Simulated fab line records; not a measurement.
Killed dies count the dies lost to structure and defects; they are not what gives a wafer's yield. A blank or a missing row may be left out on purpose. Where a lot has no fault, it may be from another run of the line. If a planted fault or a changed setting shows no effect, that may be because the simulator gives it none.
Which tool is to blame? | flow gf180mcu | 13 lots with 39 wafers sampled at 3 steps, on a route of 602 steps

WHAT THE GAUGES SHOWED, per wafer
GF_STI_THK_MEAS_30.
lot  | measured    | on           | STI_OXIDATION_02_THK (nm)
L173 | day 2 08:06 | filmMetro-03 | 10.50 10.30 10.38
L174 | day 2 11:11 | filmMetro-03 | 10.23 10.06 10.32
L176 | day 2 22:40 | filmMetro-04 | 10.22 10.45 10.13
L177 | day 3 02:08 | filmMetro-03 | 10.33 10.21 10.28
L179 | day 3 12:50 | filmMetro-04 | 10.05 10.06 10.12
L180 | day 3 18:23 | filmMetro-04 | 9.96 10.03 9.86
L181 | day 3 23:26 | filmMetro-04 | 10.27 10.18 10.10
L182 | day 4 05:40 | filmMetro-02 | 10.04 10.20 10.02
L183 | day 4 11:59 | filmMetro-04 | 9.86 9.90 9.95
L191 | day 6 02:47 | filmMetro-03 | 10.00 10.01 10.13
L192 | day 6 10:17 | filmMetro-03 | 9.96 9.92 9.89
L193 | day 6 15:22 | filmMetro-02 | 9.74 9.79 9.81
L194 | day 6 18:44 | filmMetro-02 | 9.90 10.07 10.02

GF_VT_IMPLANT_TW_MEAS_10.
lot  | measured     | on           | VT_IMPLANT_TW
L173 | day 5 16:19  | filmMetro-03 | 572 570 567
L174 | day 5 21:47  | filmMetro-02 | 566 566 567
L176 | day 6 10:38  | filmMetro-01 | 550 551 551
L177 | day 6 14:41  | filmMetro-02 | 564 565 563
L179 | day 7 03:44  | filmMetro-03 | 572 567 568
L180 | day 7 10:11  | filmMetro-02 | 564 566 566
L181 | day 7 15:11  | filmMetro-03 | 566 569 566
L182 | day 7 21:23  | filmMetro-03 | 585 583 583
L183 | day 8 05:59  | filmMetro-02 | 582 580 580
L191 | day 10 03:46 | filmMetro-03 | 562 564 564
L192 | day 10 14:38 | filmMetro-03 | 564 565 565
L193 | day 10 19:38 | filmMetro-03 | 564 563 561
L194 | day 11 00:59 | filmMetro-01 | 552 556 548

EACH LOT AND THE TOOL THAT RAN IT (in order: tool; ch and the chambers of the sampled wafers; start)
lot  | GF_VT_IMPLANT_IMPLANT_08
L173 | implanter-01 ch 0, day 5 16:05
L174 | implanter-02 ch 0, day 5 21:34
L176 | implanter-04 ch 0, day 6 10:23
L177 | implanter-04 ch 0, day 6 14:26
L179 | implanter-02 ch 0, day 7 03:31
L180 | implanter-01 ch 0, day 7 09:56
L181 | implanter-01 ch 0, day 7 14:58
L182 | implanter-01 ch 0, day 7 21:08
L183 | implanter-01 ch 0, day 8 05:44
L191 | implanter-04 ch 0, day 10 03:31
L192 | implanter-04 ch 0, day 10 14:23
L193 | implanter-01 ch 0, day 10 19:23
L194 | implanter-04 ch 0, day 11 00:44
- GF_VT_IMPLANT_IMPLANT_08

AS READ BY THE TOOLS THEMSELVES (means over the sampled wafers that have a number; for cases with no such wafer, the mark the record gives instead)
GF_VT_IMPLANT_IMPLANT_08.
lot  | tool         | doseIonsCm2 | faradayCurrentUA
L173 | implanter-01 | 8.30e+12    | 45.3
L174 | implanter-02 | 8.30e+12    | 47.5
L176 | implanter-04 | 8.29e+12    | 46.9
L177 | implanter-04 | 8.29e+12    | 46.9
L179 | implanter-02 | 8.29e+12    | 47.5
L180 | implanter-01 | 8.27e+12    | 46.4
L181 | implanter-01 | 8.30e+12    | 46.8
L182 | implanter-01 | 9.13e+12    | 52.0
L183 | implanter-01 | 9.14e+12    | 51.2
L191 | implanter-04 | 8.30e+12    | 46.6
L192 | implanter-04 | 8.29e+12    | 46.9
L193 | implanter-01 | 8.28e+12    | 46.1
L194 | implanter-04 | 8.30e+12    | 47.5

THE ANSWER, worked out from the rows above alone
Rule: usual is defined by the lots themselves. The widest of any qualifying gaps counts: lots, ordered by their means at a reading, are off when they make up no more than a third of the lots, leave a main group of 4 or more, and stand apart from it by 3 or more times the standard deviation of that group's means. Not used: any main group whose means are identical at the precision the tables above print for the reading. Also off: a lot with no number at a reading for which 4 or more lots have one. Any other lot the step has rows for is counted as sound. After the gauges, taken in route order, come the tools' own readings; for these a lot's mean is taken, as printed above. The first step at which some lot is off is used, and at that step the reading that is off furthest; a lot without a number counts as furthest.
Off at GF_VT_IMPLANT_IMPLANT_08 (doseIonsCm2): L182, L183. Mean 8.29e+12 and standard deviation 9.4e+09 in the main group.
If a tool, at that step or one of the process steps before it, ran each lot that is off and ran no sound lot following the first of them, it fits. Not one of the candidates tried fits.

WHAT WAS PUT IN BY THE SIMULATOR
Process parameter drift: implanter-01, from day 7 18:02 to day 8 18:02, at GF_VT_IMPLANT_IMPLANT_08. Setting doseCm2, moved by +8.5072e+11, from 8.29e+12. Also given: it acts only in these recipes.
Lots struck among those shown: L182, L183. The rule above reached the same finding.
